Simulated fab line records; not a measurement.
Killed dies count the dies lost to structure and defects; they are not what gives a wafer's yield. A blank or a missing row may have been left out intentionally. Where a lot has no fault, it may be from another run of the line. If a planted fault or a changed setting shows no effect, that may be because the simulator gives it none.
2 desks looking at one fault || flow gf180mcu || only its own numbers are on each desk; what lay behind them is given at the end

## THE TOOL OWNER'S DESK: pvd_sputter-02
The tool's own readings at GF_M1_SPUTTER_04 (material TiN, target thk 50 nm, time 41.7 s): means of the sampled wafers that have a number, for each lot that ran on this tool. If a lot's mean is further than 4 standard deviations from the usual mean, the lot is out of limits and carries the mark OUT (the distance appears in the brackets).
Columns: A = throttle_valve_pct at GF_M1_SPUTTER_04, usual 30.0 %
{"lot": "L996", "first seen here": "day 17 14:05", "A": 29.9}
{"lot": "L997", "first seen here": "day 18 00:11", "A": 29.8}
{"lot": "L998", "first seen here": "day 18 09:34", "A": 30.5}
{"lot": "L100", "first seen here": "day 19 05:40", "A": 29.9}
{"lot": "L101", "first seen here": "day 19 15:52", "A": 30.2}
{"lot": "L102", "first seen here": "day 20 05:23", "A": 30.1}
{"lot": "L105", "first seen here": "day 21 05:45", "A": 30.4}
{"lot": "L107", "first seen here": "day 21 18:55", "A": 29.9}
{"lot": "L108", "first seen here": "day 22 01:44", "A": 30.0}
This desk's finding: nothing out of limits on any of the 9 lots.

## THE METROLOGY DESK
Means of the sampled wafers that have a number, per lot and without regard to the tool the lot ran on: this is what the gauges read. If a lot's mean is further than 4 standard deviations from the usual mean, the lot is out of limits and carries the mark OUT (the distance appears in the brackets).
Columns: A = HV_LDD_CVD_54_THK at GF_HV_LDD_THK_MEAS_55, usual 10.01 nm; B = M1_ALCU_THK at GF_M1_THK_MEAS_06, usual 457 nm
{"lot": "L992", "first seen here": "day 12 07:09", "A": 9.92, "B": 455}
{"lot": "L995", "first seen here": "day 13 09:51", "A": 10.10, "B": 458}
{"lot": "L996", "first seen here": "day 13 17:05", "A": 10.07, "B": 452}
{"lot": "L997", "first seen here": "day 14 01:49", "A": 10.11, "B": 456}
{"lot": "L998", "first seen here": "day 14 11:29", "A": 10.07, "B": 455}
{"lot": "L100", "first seen here": "day 15 04:42", "A": 9.84, "B": 463}
{"lot": "L101", "first seen here": "day 15 13:32", "A": 10.09, "B": 461}
{"lot": "L102", "first seen here": "day 16 01:23", "A": 9.86, "B": 457}
{"lot": "L105", "first seen here": "day 17 00:33", "A": 10.03, "B": 465}
{"lot": "L106", "first seen here": "day 17 09:21", "A": 9.92, "B": 453}
{"lot": "L107", "first seen here": "day 17 14:04", "A": 10.06, "B": "479 (+5.1) OUT"}
{"lot": "L108", "first seen here": "day 17 20:26", "A": 10.21, "B": "479 (+5.0) OUT"}
This desk's finding: out of limits on L107, L108; first on L107, day 21 19:05 (M1_ALCU_THK at GF_M1_THK_MEAS_06). In limits: L992, L995, L996, L997, L998, L100, L101, L102, L105, L106.

## TAKEN TOGETHER
L107, L108 would have let the metrology desk raise an alarm at day 21 19:05.
Nothing out of limits was seen by the tool owner's desk.
On record at the tool owner's desk: L107, L108, within its limits.
The lots listed all ran GF_M1_SPUTTER_04 on pvd_sputter-02.

## WHAT HAD BEEN PUT IN BY THE SIMULATOR
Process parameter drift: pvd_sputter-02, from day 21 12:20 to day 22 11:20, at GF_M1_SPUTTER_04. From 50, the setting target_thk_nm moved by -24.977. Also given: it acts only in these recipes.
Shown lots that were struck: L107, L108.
Per desk, hours elapsed from the start of the fault to the first reading out of limits: for the metrology desk, 7.
